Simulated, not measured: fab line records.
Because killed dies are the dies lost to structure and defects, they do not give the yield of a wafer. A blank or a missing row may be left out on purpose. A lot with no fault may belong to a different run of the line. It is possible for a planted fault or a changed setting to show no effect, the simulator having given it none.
Struck lot and sound lot, side by side + flow sky130 + 15 out of 708 route steps
Sound: the wafers L805.1, L805.3, L805.6. Wafers struck: L807.4, L807.6. The cause is named last.
For every step that has rows: the tool of each side, followed by ch and its chambers, followed by its first start. Under that, the readings that differ: sound wafers + struck wafers + difference of the means + sigmas: that difference in standard deviations of wafers without a fault.
alike: words and numbers the same on both sides, and readings whose means are apart by under 2 such deviations; not compared: readings that were withheld, readings missing a value for some wafer, numbers with overlapping values and no deviation given by the record, and bounds like >300 which may hide the same value.
The two part at a step that has a row with sigmas, a row that says differs or no value, or rows on one side only. Numbers that don't overlap but have no deviation are shown without sigmas and don't part them. Lack of a reading on every wafer of one side parts them only where that side has two or more wafers.

first, 2 steps without rows for these wafers: SKY_METAL4_PEB_11; SKY_METAL4_DEVELOP_12 (develop time 60 s).
SKY_METAL4_CD_MEAS_13 targets a cd of 300 nm.
  sound on cd sem-02, day 48 23:49; struck on cd sem-02, day 49 13:23
  alike: cd nm
SKY_METAL4_OVL_MEAS_14:
  sound on overlay-01, day 48 23:56; struck on overlay-02, day 49 13:28
| reading         | sound     | struck | difference | sigmas |
|-----------------|-----------|--------|------------|--------|
| METAL4_OVL (nm) | -5 -14 -5 | 0 5    | +10        | +2     |
SKY_METAL4_DESCUM_15: chemistry O2, time 8 s.
  sound on rie metal-03 ch 1, day 48 23:59; struck on rie metal-04 ch 0,1, day 49 13:29
| reading                     | sound       | struck  | difference | sigmas |
|-----------------------------|-------------|---------|------------|--------|
| drypump motor current A (A) | 5.0 5.0 5.0 | 5.9 5.7 | +0.8       | +2     |
  alike: oes product au
  not compared: rf hours counter h
SKY_METAL4_ETCH_16: etches BARC in N2/H2, stops on SiO2, time 88.2 s, target depth 60 nm.
  sound on rie metal-03 ch 1, day 49 00:01; struck on rie metal-04 ch 0,1, day 49 13:32
| reading                     | sound       | struck  | difference | sigmas |
|-----------------------------|-------------|---------|------------|--------|
| drypump motor current A (A) | 5.0 5.0 5.0 | 5.9 5.7 | +0.8       | +3     |
  alike: oes product au, throttle valve pct
  not compared: rf hours counter h
SKY_METAL4_ETCH_17: etches SiO2 in C4F8/O2/Ar, stops on TiN, time 3.9 s, target depth 15 nm.
  sound on rie diel-04 ch 0,2, day 49 00:07; struck on rie diel-04 ch 0,1, day 49 13:37
  alike: oes product au
  not compared: rf hours counter h
SKY_METAL4_METAL_ETCH_18: etches the open film in Cl2/BCl3, stops on SiO2, target depth 845 nm, time 183.1 s.
  sound on rie metal-02 ch 0,1, day 49 00:08; struck on rie metal-03 ch 1, day 49 13:48
| reading               | sound             | struck      | difference | sigmas |
|-----------------------|-------------------|-------------|------------|--------|
| oes product au (a.u.) | 0.875 0.874 0.875 | 0.847 0.862 | -0.020     | -3     |
  alike: drypump motor current A, throttle valve pct
  not compared: rf hours counter h
then, 4 steps without rows for these wafers: SKY_METAL4_STRIP_19 (strips in O2/N2); SKY_METAL4_STRIP_20 (strips in post etch residue remover, time 1200 s); SKY_METAL4_CLEAN_21 (cleans in IPA, time 180 s); SKY_METAL4_CLEAN_22 (cleans in O3/DIW).
SKY_VIA4_HDPCVD_00: deposits SiO2, target thk 1750 nm, time 291.7 s.
  sound on hdpcvd-02 ch 1,2, day 49 00:53; struck on hdpcvd-02 ch 1,2, day 49 14:43
| reading                                  | sound          | struck    | difference | sigmas |
|------------------------------------------|----------------|-----------|------------|--------|
| model.SiO2_of_VIA4_HDPCVD_00.thk nm (nm) | 1793 1734 1781 | 3096 3083 | +1320      |        |
SKY_VIA4_THK_MEAS_01:
  sound on film metro-02, day 49 01:04; struck on film metro-02, day 49 14:50
| reading              | sound          | struck    | difference | sigmas |
|----------------------|----------------|-----------|------------|--------|
| VIA4_HDPCVD_THK (nm) | 1792 1735 1781 | 3097 3082 | +1320      | +66    |
SKY_VIA4_CMP_02: polishes SiO2.
  sound on cmp-01 ch 0,1, day 49 01:08; struck on cmp-02 ch 0,2, day 49 15:26
  alike: motor current A

## WHERE THEY PART
Earliest at SKY_METAL4_OVL_MEAS_14; latest, in this record, at SKY_VIA4_THK_MEAS_01. Later steps at which nothing parts them and some readings are alike: SKY_VIA4_CMP_02.

WHY: what the simulator had put in
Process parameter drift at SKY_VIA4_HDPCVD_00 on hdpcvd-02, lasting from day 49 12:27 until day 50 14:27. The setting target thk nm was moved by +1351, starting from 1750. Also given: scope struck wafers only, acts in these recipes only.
